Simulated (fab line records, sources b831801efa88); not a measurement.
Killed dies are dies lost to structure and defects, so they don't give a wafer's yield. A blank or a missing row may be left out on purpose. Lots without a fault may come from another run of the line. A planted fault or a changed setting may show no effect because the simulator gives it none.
Which tool did it? | flow sky130 | 12 lots, 36 wafers sampled, at 3 steps of a route of 708

WHAT THE GAUGES READ, wafer by wafer
SKY_RES_PROTECT_TW_MEAS_08.
lot  | measured     | on            | POLY_GATE_TW
L075 | day 15 12:04 | film_metro-04 | 4088 4068 4089
L077 | day 16 00:37 | film_metro-03 | 4002 4037 4030
L079 | day 17 15:07 | film_metro-04 | 4061 4066 4075
L081 | day 17 20:32 | film_metro-04 | 4047 4033 4071
L083 | day 18 11:37 | film_metro-04 | 4071 4083 4049
L085 | day 19 16:20 | film_metro-02 | 4099 4117 4095
L087 | day 20 03:09 | film_metro-02 | 4063 4033 4073
L089 | day 21 07:42 | film_metro-04 | 4101 4074 4088
L091 | day 21 14:28 | film_metro-03 | 4051 4050 4039
L092 | day 22 02:48 | film_metro-02 | 4072 4058 4044
L095 | day 22 22:41 | film_metro-02 | 4073 4039 4054
L097 | day 23 09:07 | film_metro-04 | 4070 4066 4076

WHICH TOOL RAN EACH LOT (tool, then ch and the chambers of the sampled wafers, then the start)
lot  | SKY_FIELD_ISO_STRIP_16              | SKY_VT_ADJUST_NCORE_STRIP_10
L075 | plasma_asher-01 ch 0,1, day 2 10:14 | plasma_asher-04 ch 0,1, day 8 22:59
L077 | plasma_asher-01 ch 0,1, day 2 20:53 | plasma_asher-04 ch 0,1, day 9 08:08
L079 | plasma_asher-01 ch 0,1, day 3 09:49 | plasma_asher-03 ch 0,1, day 10 14:37
L081 | plasma_asher-03 ch 0,1, day 3 16:58 | plasma_asher-03 ch 0,1, day 10 18:55
L083 | plasma_asher-02 ch 0, day 4 04:47   | plasma_asher-03 ch 0,1, day 11 05:37
L085 | plasma_asher-01 ch 0,1, day 4 17:41 | plasma_asher-02 ch 0,1, day 12 05:13
L087 | plasma_asher-02 ch 0,1, day 5 01:19 | plasma_asher-04 ch 0,1, day 12 15:28
L089 | plasma_asher-01 ch 0,1, day 5 10:22 | plasma_asher-02 ch 0,1, day 13 08:41
L091 | plasma_asher-03 ch 0,1, day 5 23:28 | plasma_asher-03 ch 0,1, day 13 18:46
L092 | plasma_asher-03 ch 0,1, day 6 07:16 | plasma_asher-03 ch 0,1, day 14 06:32
L095 | plasma_asher-01 ch 0,1, day 6 20:26 | plasma_asher-02 ch 0,1, day 14 22:53
L097 | plasma_asher-02 ch 0,1, day 7 04:08 | plasma_asher-02 ch 0,1, day 15 08:07
- SKY_FIELD_ISO_STRIP_16: strips in O2/N2.
- SKY_VT_ADJUST_NCORE_STRIP_10: strips in O2/N2.

THE ANSWER, worked out from the rows above alone
Rule: what is usual is taken from the lots themselves. Put in order of their means at a reading, lots are off if they are a third of the lots or fewer, leave a main group of 4 or more, and stand apart from it by a gap of 3 or more times the standard deviation of the main group's means; of several such gaps the widest counts. A main group whose means are all the same, to the digits that the tables above print for the reading, isn't used. A lot without any number at a reading at which 4 lots or more have one is off too. The other lots that the step has rows for count as sound.
No lot is off at any reading shown: from this, nothing can be told.

WHAT THE SIMULATOR HAD PUT IN
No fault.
